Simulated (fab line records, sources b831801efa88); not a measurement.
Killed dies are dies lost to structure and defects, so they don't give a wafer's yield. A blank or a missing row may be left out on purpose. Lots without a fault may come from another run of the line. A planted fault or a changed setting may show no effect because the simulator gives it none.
fab line records | flow sky130
record lots=5 wafers=15 last_day=50
route steps=708 shown VIA1@473 METAL2@483 PAD_OPEN@708
lots that met no fault: from a run of the same line without faults
start_h: hours from the record's first day to the start of the lot's first wafer shown | wait_h: hours since the lot's step before | " the same as in the row above | L1.1+2: a row that stands for several wafers | - no value, or no start given | * or withheld: withheld | < > ~ a bound
route shown NAME@n: a module of which the file shows steps, and the number in the route of the first | usual: mean/standard deviation of fault-free wafers | same: alike in all rows | chamber/n: place in a boat | sites: the reading at each site | _std_site: their standard deviation | _edge_site: outer sites' mean less inner sites' | radius_mm: how far each site lies from the wafer's centre | mask NAME#n: copy n | behind: the tool/chamber that last shaped the wafer | hold: why the lot was held/for how many hours/how that ended | device: the transistor (n, p or np) that didn't switch | end of line: the same wafers' tests at the end of the route | a step without rows: its recipe alone | killed: dies lost to structure and defects at the first sort, not the wafer's yield | map: a wafer's dies, x killed, . not, _ none there
set.NAME: the setting as run; set.NAME@STEP: as run at that earlier step | model.NAME: the simulator's own value behind a step, which no gauge read
lots at some steps of the route; a table a step, a row a wafer
services: from which hour (start_h, from the record's first day; less than 0 if before it) a tool's chamber was out of use, for how many hours, and why
## steps
# step SKY_VIA1_ETCH_15
# recipe target=SiO2 chemistry=C4F8/O2/Ar target_depth_nm=351 stop_on=TiN mask_material=KrF-thick source_w=1500 bias_w=1200 pressure_mtorr=40 c4f8_flow_sccm=withheld O2_flow_sccm=6 Ar_flow_sccm=300 time_s=54
# usual bias_w=1200/3.3 oes_product_au=0.976/0.0059
# columns lot.wafer tool chamber start_h wait_h bias_w oes_product_au rf_hours_counter_h
L295.1 rie_diel-01 2 801.34 0.0 1199 0.986 4
L295.4 " 0 " " 1198 0.984 22
L295.5 " 3 " " 1197 0.967 -
L296.3 rie_diel-01 2 816.84 0.0 1209 0.971 5
L296.4 " 0 " " 1198 0.971 22
L296.5 " 1 " " 1206 0.982 -
L307.3 rie_diel-01 1 893.91 0.0 1196 0.974 10
L307.5 " 3 " " 1197 0.971 -
L307.6 " 2 " " 1200 0.975 -
L314.1 rie_diel-01 1 932.26 0.0 1204 0.974 11
L314.2 " 3 " " 1196 0.971 9
L314.4 " 2 " " 1203 0.982 8
L316.2 rie_diel-03 2 942.99 0.0 1204 0.982 9
L316.5 " 3 " " 1200 0.977 -
L316.6 " 0 " " 1200 0.972 -
# step SKY_VIA1_STRIP_16
# recipe chemistry=O2/N2 power_w=1400 pressure_mtorr=1500 platen_temp_c=withheld o2_flow_sccm=3000 n2_flow_sccm=300 overash_fraction=0.5
# usual drypump_motor_current_A=5.98/0.14 n2_flow_sccm=300.0/0.9 oes_product_au=0.415/0.005 strip_time_to_endpoint_s=4.459/0.024
# columns lot.wafer tool chamber start_h wait_h drypump_motor_current_A n2_flow_sccm oes_product_au rf_hours_counter_h strip_time_to_endpoint_s
L295.1 plasma_asher-04 0 801.38 0.0 6.07 300.8 0.426 98 4.458
L295.4 " 1 " " 6.00 299.0 0.416 - 4.444
L295.5 " 0 " " 6.07 300.6 0.412 - 4.497
L296.3 plasma_asher-01 0 816.92 0.1 5.71 299.1 0.415 - 4.414
L296.4 " 1 " " 5.76 301.6 0.419 - 4.440
L296.5 " 0 " " 5.69 299.3 0.420 - 4.471
L307.3 plasma_asher-04 0 893.99 0.1 6.07 299.6 0.415 - 4.479
L307.5 " 0 " " 6.06 299.7 0.409 - 4.512
L307.6 " 1 " " 6.00 299.6 0.416 - 4.461
L314.1 plasma_asher-03 1 932.30 0.0 5.92 301.5 0.418 82 4.498
L314.2 " 0 " " 6.16 299.7 0.410 82 4.491
L314.4 " 1 " " 5.93 300.0 0.422 - 4.473
L316.2 plasma_asher-04 0 943.03 0.0 6.04 300.0 0.419 114 4.458
L316.5 " 0 " " 6.03 301.3 0.420 - 4.441
L316.6 " 1 " " 6.02 300.5 0.425 - 4.465
# step SKY_VIA1_STRIP_17
# recipe chemistry=post_etch_residue_remover time_s=1200 temp_c=72.5
# step SKY_VIA1_CLEAN_18
# recipe chemistry=IPA time_s=180 temp_c=25
# step SKY_VIA1_CLEAN_19
# recipe chemistry=O3/DIW dry=n2_spin
# step SKY_VIA1_SPUTTER_20
# recipe material=TiN target_thk_nm=20 chamber_pressure_pa=5 power_w=4000 time_s=80
# step SKY_VIA1_CVD_21
# recipe material=W target_thk_nm=270 time_s=80.902 temp_c=400 pressure_torr=40
# usual heater_power_w=879/68
# columns lot.wafer tool chamber start_h wait_h heater_power_w
L295.1 cvd_w-02 0 802.45 0.0 995
L295.4 " 1 " " 821
L295.5 " 1 " " 808
L296.3 cvd_w-02 1 817.57 0.1 814
L296.4 " 0 " " 979
L296.5 " 0 " " 989
L307.3 cvd_w-02 0 894.67 0.1 1009
L307.5 " 0 " " 998
L307.6 " 1 " " 828
L314.1 cvd_w-02 1 932.97 0.0 756
L314.2 " 0 " " 891
L314.4 " 1 " " 729
L316.2 cvd_w-02 1 943.69 0.0 753
L316.5 " 1 " " 754
L316.6 " 0 " " 903
# step SKY_VIA1_RS_MEAS_22
# recipe thk_meas_gauge=four-point-probe reads=W_of_VIA1_CVD_21+TiN_of_VIA1_SPUTTER_20
# usual VIA1_W_RS=0.430/0.005
# columns lot.wafer tool chamber start_h wait_h VIA1_W_RS[ohm/sq]
L295.1 film_metro-01 - 802.54 0.1 0.431
L295.4 " - " " 0.430
L295.5 " - " " 0.428
L296.3 film_metro-04 - 817.68 0.1 0.433
L296.4 " - " " 0.420
L296.5 " - " " 0.433
L307.3 film_metro-04 - 894.78 0.1 0.423
L307.5 " - " " 0.424
L307.6 " - " " 0.428
L314.1 film_metro-01 - 933.06 0.1 0.428
L314.2 " - " " 0.436
L314.4 " - " " 0.430
L316.2 film_metro-04 - 943.80 0.1 0.429
L316.5 " - " " 0.424
L316.6 " - " " 0.434
# step SKY_VIA1_THK_MEAS_23
# recipe thk_meas_gauge=xrf reads=W_of_VIA1_CVD_21
# usual VIA1_W_THK=274/3.5
# columns lot.wafer tool chamber start_h wait_h VIA1_W_THK[nm]
L295.1 film_metro-01 - 802.66 0.1 271
L295.4 " - " " 272
L295.5 " - " " 274
L296.3 film_metro-04 - 817.78 0.1 273
L296.4 " - " " 279
L296.5 " - " " 272
L307.3 film_metro-04 - 894.88 0.1 280
L307.5 " - " " 278
L307.6 " - " " 277
L314.1 film_metro-01 - 933.18 0.1 272
L314.2 " - " " 270
L314.4 " - " " 274
L316.2 film_metro-04 - 943.91 0.1 275
L316.5 " - " " 278
L316.6 " - " " 273
# step SKY_VIA1_CMP_24
# recipe stop_on=SiO2 t_overpolish_s=15 down_force_psi=3.5 platen_rpm=60 target_thk_nm=0 pad_velocity_m_s=0.94248
# step SKY_METAL2_SPUTTER_00
# recipe material=Ti target_thk_nm=15 power_w=2915 time_s=10 chamber_pressure_pa=0.4
# usual throttle_valve_pct=30.5/1
# columns lot.wafer tool chamber start_h wait_h throttle_valve_pct
L295.1 pvd_sputter-01 - 803.02 0.2 30.0
L295.4 " - " " 29.9
L295.5 " - " " 29.4
L296.3 pvd_sputter-04 - 818.12 0.1 31.4
L296.4 " - " " 30.6
L296.5 " - " " 30.7
L307.3 pvd_sputter-04 - 895.22 0.2 30.9
L307.5 " - " " 32.3
L307.6 " - " " 30.4
L314.1 pvd_sputter-01 - 933.54 0.2 29.1
L314.2 " - " " 29.8
L314.4 " - " " 30.2
L316.2 pvd_sputter-03 - 944.26 0.1 28.4
L316.5 " - " " 30.8
L316.6 " - " " 31.2
# step SKY_METAL2_SPUTTER_01
# recipe material=TiN target_thk_nm=20 power_w=6500 time_s=16.7 chamber_pressure_pa=0.4
# usual throttle_valve_pct=30.4/1
# columns lot.wafer tool chamber start_h wait_h throttle_valve_pct
L295.1 pvd_sputter-01 - 803.04 0.0 29.5
L295.4 " - " " 30.2
L295.5 " - " " 29.6
L296.3 pvd_sputter-04 - 818.14 0.0 31.3
L296.4 " - " " 30.3
L296.5 " - " " 30.2
L307.3 pvd_sputter-04 - 895.24 0.0 30.7
L307.5 " - " " 32.1
L307.6 " - " " 30.5
L314.1 pvd_sputter-01 - 933.56 0.0 29.2
L314.2 " - " " 29.7
L314.4 " - " " 30.3
L316.2 pvd_sputter-03 - 944.28 0.0 28.7
L316.5 " - " " 30.8
L316.6 " - " " 31.2
# step SKY_METAL2_SPUTTER_02
# recipe material=AlCu target_thk_nm=250 power_w=10600 time_s=13.3 chamber_pressure_pa=0.4
# usual throttle_valve_pct=30.5/1
# columns lot.wafer tool chamber start_h wait_h throttle_valve_pct model.AlCu_of_METAL2_SPUTTER_02.thk_nm
L295.1 pvd_sputter-01 - 803.07 0.0 29.7 248.1
L295.4 " - " " 30.1 248.2
L295.5 " - " " 29.7 247.5
L296.3 pvd_sputter-04 - 818.16 0.0 31.1 252.6
L296.4 " - " " 30.8 252.9
L296.5 " - " " 30.1 250.9
L307.3 pvd_sputter-04 - 895.26 0.0 30.3 254.6
L307.5 " - " " 32.2 229.8
L307.6 " - " " 30.6 253.3
L314.1 pvd_sputter-01 - 933.59 0.0 29.2 251.1
L314.2 " - " " 29.7 251.4
L314.4 " - " " 30.4 253.6
L316.2 pvd_sputter-03 - 944.31 0.0 28.6 254.2
L316.5 " - " " 30.9 249.1
L316.6 " - " " 31.5 249
# step SKY_METAL2_SPUTTER_03
# recipe material=Ti target_thk_nm=5 power_w=3000 time_s=3.3 chamber_pressure_pa=0.4
# step SKY_METAL2_SPUTTER_04
# recipe material=TiN target_thk_nm=70 power_w=6500 time_s=58.3 chamber_pressure_pa=0.4
# step SKY_METAL2_RS_MEAS_05
# recipe thk_meas_gauge=four-point-probe reads=TiN_of_METAL2_SPUTTER_04+Ti_of_METAL2_SPUTTER_03+AlCu_of_METAL2_SPUTTER_02+TiN_of_METAL2_SPUTTER_01+Ti_of_METAL2_SPUTTER_00
# usual METAL2_ALCU_RS=0.1269/0.0014
# columns lot.wafer tool chamber start_h wait_h METAL2_ALCU_RS[ohm/sq]
L295.1 film_metro-04 - 803.16 0.0 0.1275
L295.4 " - " " 0.1280
L295.5 " - " " 0.1283
L296.3 film_metro-03 - 818.30 0.1 0.1257
L296.4 " - " " 0.1252
L296.5 " - " " 0.1262
L307.3 film_metro-03 - 895.40 0.1 0.1244
L307.5 " - " " 0.1384
L307.6 " - " " 0.1250
L314.1 film_metro-01 - 933.68 0.0 0.1262
L314.2 " - " " 0.1260
L314.4 " - " " 0.1250
L316.2 film_metro-01 - 944.42 0.0 0.1248
L316.5 " - " " 0.1272
L316.6 " - " " 0.1273
# step SKY_METAL2_THK_MEAS_06
# recipe thk_meas_gauge=xrf reads=AlCu_of_METAL2_SPUTTER_02
# usual METAL2_ALCU_THK=253/3.7
# columns lot.wafer tool chamber start_h wait_h METAL2_ALCU_THK[nm]
L295.1 film_metro-04 - 803.28 0.1 250
L295.4 " - " " 249
L295.5 " - " " 250
L296.3 film_metro-03 - 818.40 0.1 256
L296.4 " - " " 256
L296.5 " - " " 255
L307.3 film_metro-03 - 895.50 0.1 262
L307.5 " - " " 235
L307.6 " - " " 260
L314.1 film_metro-01 - 933.80 0.1 253
L314.2 " - " " 251
L314.4 " - " " 252
L316.2 film_metro-01 - 944.53 0.1 256
L316.5 " - " " 253
L316.6 " - " " 251
# step SKY_METAL2_DEHYDRATE_07
# recipe temp_c=200 time_s=60
# step SKY_PAD_OPEN_PROBE_99
# usual defect_limited_yield=82.5/2 killed_at_M0_to_M3=43/7.6 killed_at_M4_up=2.8/1.9 killed_at_contacts=24/4.7 killed_at_front_end=16/4.4 killed_at_other=0.2/0.4 killed_dies=86/9.9 killed_open=47/8.2 killed_short=39/6.3 sort_bin_3_pad_short=0.8/0.42 sort_bin_5_function=10.4/1.5 sort_bin_6_memory=6.2/1.2 sort_n_pass=406/9.9 sort_yield_pct=82.5/2
# same gross_dies=492 killed_at_back_side=0 sort_bin_4_leakage[%]=0 sort_bin_8_speed[%]=0
# columns lot.wafer tool chamber start_h wait_h defect_limited_yield[%] killed_at_M0_to_M3 killed_at_M4_up killed_at_contacts killed_at_front_end killed_at_other killed_dies killed_open killed_short sort_bin_3_pad_short[%] sort_bin_5_function[%] sort_bin_6_memory[%] sort_n_pass sort_yield_pct[%] model.etest.met2.line_ohm_um model.etest.met2.rs_ohm_sq
L295.1 prober-01 - 1083.78 0.1 79.9 56 3 20 20 0 99 55 44 0.6 13.4 6.1 393 79.9 0.9352 0.1282
L295.4 prober-01 - 1083.93 0.2 84.8 39 5 18 13 0 75 33 42 1.0 9.6 4.7 417 84.8 0.9603 0.1283
L295.5 prober-01 - 1083.98 0.2 80.3 43 3 29 22 0 97 50 47 1.2 11.4 7.1 395 80.3 0.9379 0.1301
L296.3 prober-02 - 1096.74 0.2 81.9 39 4 29 17 0 89 46 43 1.2 10.0 6.9 403 81.9 0.8973 0.1266
L296.4 prober-02 - 1096.79 0.2 79.5 44 5 30 22 0 101 50 51 1.6 11.2 7.7 391 79.5 0.9114 0.1267
L296.5 prober-02 - 1096.84 0.2 84.3 36 2 25 13 1 77 42 35 0.8 7.5 7.3 415 84.3 0.8884 0.1278
L307.3 prober-02 - 1156.69 0.2 81.7 36 5 30 19 0 90 41 49 1.6 11.6 5.1 402 81.7 0.8764 0.1261
L307.5 prober-02 - 1156.79 0.2 82.7 31 2 31 21 0 85 47 38 1.0 11.2 5.1 407 82.7 1.014 0.1402
L307.6 prober-02 - 1156.84 0.2 80.7 43 2 35 15 0 95 52 43 0.6 10.8 7.9 397 80.7 0.9178 0.1278
L314.1 prober-01 - 1181.66 0.1 82.3 40 4 33 10 0 87 45 42 0.4 11.2 6.1 405 82.3 0.9196 0.1287
L314.2 prober-01 - 1181.71 0.1 84.3 33 3 22 19 0 77 37 40 0.4 10.4 4.9 415 84.3 0.9051 0.1265
L314.4 prober-01 - 1181.81 0.2 82.1 40 3 28 16 1 88 54 34 0.4 11.0 6.5 404 82.1 0.8971 0.1281
L316.2 prober-01 - 1189.39 0.1 83.3 44 1 29 8 0 82 45 37 0.6 10.4 5.7 410 83.3 0.9086 0.1269
L316.5 prober-01 - 1189.54 0.2 82.7 34 2 34 15 0 85 54 31 0.8 10.4 6.1 407 82.7 0.8996 0.1277
L316.6 prober-01 - 1189.59 0.2 78.9 62 4 24 14 0 104 49 55 0.8 12.8 7.5 388 78.9 0.9046 0.129
# killed by level:class
L295.1 VIA1:geometric_particle:open=12 METAL2:geometric_particle:short=11 VIA2:geometric_particle:open=8 LI_CONTACT:geometric_particle:open=7 VIA1:geometric_particle:short=7 FIELD_ISO:geometric_particle:open=6 POLY_GATE:geometric_particle:open=5 CONTACT:geometric_particle:open=5
L295.4 CONTACT:geometric_particle:open=9 VIA3:geometric_particle:open=6 METAL1:geometric_particle:short=5 VIA1:geometric_particle:open=5 VIA2:geometric_particle:open=5 METAL4:geometric_particle:short=5 VIA1:geometric_particle:short=4 METAL3:geometric_particle:short=4
L295.5 LI_CONTACT:geometric_particle:open=10 VIA1:geometric_particle:open=8 CONTACT:geometric_particle:short=6 VIA2:geometric_particle:open=6 METAL1:geometric_particle:short=6 POLY_GATE:geometric_particle:open=5 VIA3:geometric_particle:open=5 LOCAL_INTERCONNECT:geometric_particle:short=5
L296.3 CONTACT:geometric_particle:open=10 VIA3:geometric_particle:open=9 CONTACT:geometric_particle:short=7 VIA2:geometric_particle:open=7 VIA1:geometric_particle:short=6 VIA1:geometric_particle:open=6 LI_CONTACT:geometric_particle:open=5 METAL2:geometric_particle:short=5
L296.4 VIA1:geometric_particle:open=15 LI_CONTACT:geometric_particle:open=10 LOCAL_INTERCONNECT:geometric_particle:short=10 POLY_GATE:geometric_particle:open=9 VIA1:geometric_particle:short=7 POLY_GATE:geometric_particle:short=5 CONTACT:geometric_particle:short=5 METAL4:geometric_particle:short=5
L296.5 CONTACT:geometric_particle:open=10 METAL3:geometric_particle:short=8 VIA3:geometric_particle:open=7 LI_CONTACT:geometric_particle:open=6 METAL2:geometric_particle:short=5 VIA1:geometric_particle:open=5 FIELD_ISO:geometric_particle:open=4 LOCAL_INTERCONNECT:geometric_particle:short=4
L307.3 CONTACT:geometric_particle:open=9 METAL1:geometric_particle:short=9 LI_CONTACT:geometric_particle:open=8 POLY_GATE:geometric_particle:open=5 METAL2:geometric_particle:short=5 CONTACT:geometric_particle:short=5 FIELD_ISO:geometric_particle:short=4 VIA2:geometric_particle:open=4
L307.5 CONTACT:geometric_particle:open=12 FIELD_ISO:geometric_particle:open=7 LI_CONTACT:geometric_particle:open=7 VIA1:geometric_particle:open=6 VIA2:geometric_particle:open=5 FIELD_ISO:geometric_particle:short=4 METAL1:geometric_particle:short=4 LI_CONTACT:geometric_particle:short=4
L307.6 CONTACT:geometric_particle:open=16 VIA1:geometric_particle:open=9 CONTACT:geometric_particle:short=8 VIA2:geometric_particle:open=8 METAL1:geometric_particle:short=6 LI_CONTACT:geometric_particle:open=6 FIELD_ISO:geometric_particle:short=5 FIELD_ISO:geometric_particle:open=4
L314.1 CONTACT:geometric_particle:open=14 VIA1:geometric_particle:open=9 CONTACT:geometric_particle:short=8 METAL1:geometric_particle:short=7 VIA2:geometric_particle:short=6 METAL3:geometric_particle:short=5 VIA3:geometric_particle:open=5 LI_CONTACT:geometric_particle:open=4
L314.2 CONTACT:geometric_particle:open=9 VIA1:geometric_particle:open=8 FIELD_ISO:geometric_particle:short=5 FIELD_ISO:geometric_particle:open=5 POLY_GATE:geometric_particle:short=5 METAL2:geometric_particle:short=5 VIA3:geometric_particle:open=5 LI_CONTACT:geometric_particle:open=4
L314.4 VIA1:geometric_particle:open=14 LI_CONTACT:geometric_particle:open=9 CONTACT:geometric_particle:open=8 VIA2:geometric_particle:open=6 VIA1:geometric_particle:short=6 POLY_GATE:geometric_particle:open=6 CONTACT:geometric_particle:short=6 LOCAL_INTERCONNECT:geometric_particle:short=5
L316.2 CONTACT:geometric_particle:open=14 VIA1:geometric_particle:open=11 METAL2:geometric_particle:short=11 CONTACT:geometric_particle:short=5 VIA3:geometric_particle:open=5 LI_CONTACT:geometric_particle:open=4 LOCAL_INTERCONNECT:geometric_particle:short=4 METAL1:geometric_particle:short=4
L316.5 CONTACT:geometric_particle:open=11 VIA1:geometric_particle:open=11 LI_CONTACT:geometric_particle:open=8 FIELD_ISO:geometric_particle:open=7 CONTACT:geometric_particle:short=7 VIA3:geometric_particle:open=6 LOCAL_INTERCONNECT:geometric_particle:short=5 VIA2:geometric_particle:open=4
L316.6 VIA3:geometric_particle:open=11 METAL2:geometric_particle:short=11 VIA1:geometric_particle:open=10 CONTACT:geometric_particle:open=8 CONTACT:geometric_particle:short=6 METAL1:geometric_particle:short=6 VIA3:geometric_particle:short=5 VIA1:geometric_particle:short=5
## services
# columns tool chamber start_h hours kind
pvd_sputter-01 - 825.58 0.7 repair
plasma_asher-01 - 828.67 14.6 pm
cvd_w-02 0 833.95 2.4 repair
rie_diel-01 2 835.10 16.4 repair
pvd_sputter-01 - 836.26 3.3 repair
pvd_sputter-01 0 840.31 - consumable_replace:kit
pvd_sputter-01 0 840.31 18.0 scheduled_down
pvd_sputter-01 0 840.31 18.0 vent_cycle
pvd_sputter-01 - 844.10 0.7 repair
plasma_asher-01 - 846.07 42.5 pm
rie_diel-03 3 850.93 3.8 repair
cvd_w-02 0 858.61 23.4 repair
cvd_w-02 1 863.90 10.8 repair
pvd_sputter-04 3 864.69 - consumable_replace:kit
pvd_sputter-04 3 864.69 18.0 scheduled_down
pvd_sputter-04 3 864.69 18.0 vent_cycle
rie_diel-03 3 896.14 11.1 repair
rie_diel-01 1 899.80 6.7 repair
cvd_w-02 - 904.00 14.0 pm
cvd_w-02 0 904.00 14.0 vent_cycle
rie_diel-01 0 904.53 12.8 repair
rie_diel-01 3 906.50 4.0 repair
plasma_asher-04 - 912.02 0.9 repair
plasma_asher-01 - 917.67 3.4 repair
## key
first_sign step=SKY_METAL2_RS_MEAS_05 reading=METAL2_ALCU_RS direction=up sigmas=8.1 usual=0.1269 struck=0.1384
effect step=SKY_METAL2_THK_MEAS_06 reading=METAL2_ALCU_THK direction=down sigmas=4.8 usual=253 struck=235
model_effect step=SKY_METAL2_SPUTTER_02 value=AlCu_of_METAL2_SPUTTER_02.thk_nm without=253.9 struck=229.8
model_effect step=SKY_PAD_OPEN_PROBE_99 value=etest.met2.line_ohm_um without=0.9144 struck=1.014
met_at SKY_METAL2_SPUTTER_02
struck_wafers L307.5
fault kind=process_parameter_drift tool=pvd_sputter-04 chamber=- onset_h=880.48 steps=SKY_METAL2_SPUTTER_02 channel=time_s offset=* shape=step end_h=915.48 acts_in=* stated=* scope=struck_wafers_only
